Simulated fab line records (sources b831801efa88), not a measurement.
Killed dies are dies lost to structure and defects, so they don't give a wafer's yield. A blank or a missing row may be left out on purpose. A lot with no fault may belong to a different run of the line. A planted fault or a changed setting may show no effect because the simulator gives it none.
A struck lot beside a sound one | flow sky130 | 14 out of 708 route steps
Sound: these wafers, L435.1, L435.5, L435.6. Struck: wafer L445.5. (L445.1 of the same lot was not struck and is left out.) The cause comes at the end.
Order at every step that has rows: each side's tool, ch and its chambers, its first start. Under that, the readings that differ: sound wafers | struck wafers | difference of the means | sigmas: that difference in standard deviations of wafers without a fault.
alike: words and numbers the same on both sides, and readings whose means are apart by under 2 such deviations; not compared: readings that were withheld, readings missing a value for some wafer, numbers with overlapping values and no deviation given by the record, and bounds like >300 which may hide the same value.
The two part at a step that has a row with sigmas, a row that says differs or no value, or rows on one side only. Numbers that have no deviation but don't overlap get no sigmas and don't part them. A reading missing from all wafers of one side parts the sides only when that side holds two or more wafers.

first, 2 steps without rows for these wafers: SKY_VIA4_PEB_09; SKY_VIA4_DEVELOP_10 (develop time 60 s).
SKY_VIA4_OVL_MEAS_11:
  sound on overlay-01 at day 44 18:13; struck on overlay-01 at day 47 01:52
  alike: VIA4_OVL
SKY_VIA4_ETCH_12: etches SiO2 in C4F8/O2/Ar, stops on TiN, target depth 580 nm.
  sound on rie_diel-01 ch 0,3, day 44 18:15; struck on rie_diel-04 ch 1, day 47 01:54
  alike: oes_product_au, rf_fwd_power_W
SKY_VIA4_STRIP_13: strips in O2/N2.
  sound on plasma_asher-03 ch 0,1, day 44 18:19; struck on plasma_asher-02 ch 0, day 47 01:58
  alike: drypump_motor_current_A, oes_product_au, strip_time_to_endpoint_s
  not compared: rf_hours_counter_h
then, 3 steps without rows for these wafers: SKY_VIA4_STRIP_14 (strips in post etch residue remover, time 1200 s); SKY_VIA4_CLEAN_15 (cleans in IPA, time 180 s); SKY_VIA4_CLEAN_16 (cleans in O3/DIW).
SKY_VIA4_SPUTTER_17: material TiN, target thk 20 nm, time 80 s.
  sound on pvd_sputter-01 at day 44 18:55; struck on pvd_sputter-01 at day 47 02:35
  alike: cathode_dc_power_W, throttle_valve_pct
SKY_VIA4_CVD_18: deposits W, target thk 505 nm, time 152.14 s.
  sound on cvd_w-01 ch 0,1, day 44 18:58; struck on cvd_w-01 ch 0, day 47 02:38
  alike: heater_power_w
SKY_VIA4_RS_MEAS_19: the measuring method here is four-point-probe.
  sound on film_metro-04 at day 44 19:07; struck on film_metro-04 at day 47 02:47
  alike: VIA4_W_RS
SKY_VIA4_THK_MEAS_20: measures by xrf.
  sound on film_metro-04 at day 44 19:14; struck on film_metro-04 at day 47 02:55
  alike: VIA4_W_THK
SKY_VIA4_CMP_21: polishes, stops on SiO2, t overpolish 25 s, target thk 0 nm.
  sound on cmp-02 ch 0,1,3, day 44 19:27; struck on cmp-02 ch 3, day 47 03:01
  reading                | sound                | struck | difference | sigmas
  overpolish_run_s (s)   | 24.996 25.003 24.989 | 0.036  | -24.960    | -99 or more
  time_to_endpoint_s (s) | 117 115 116          | 188    | +72        | +17
  alike: motor_current_A, retaining_ring_pressure_frac
SKY_METAL5_SPUTTER_00: material Ti, target thk 15 nm, time 10 s.
  sound wafers here have rows in the record (pvd_sputter-03, day 44 19:36); struck ones have none

== WHERE THEY PART ==
Last at SKY_METAL5_SPUTTER_00 as far as this record goes, first at SKY_VIA4_CMP_21.

WHY: whatever the simulator had introduced
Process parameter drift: cmp-02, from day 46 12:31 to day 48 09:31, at SKY_VIA4_CMP_21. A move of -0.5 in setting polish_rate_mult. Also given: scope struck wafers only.
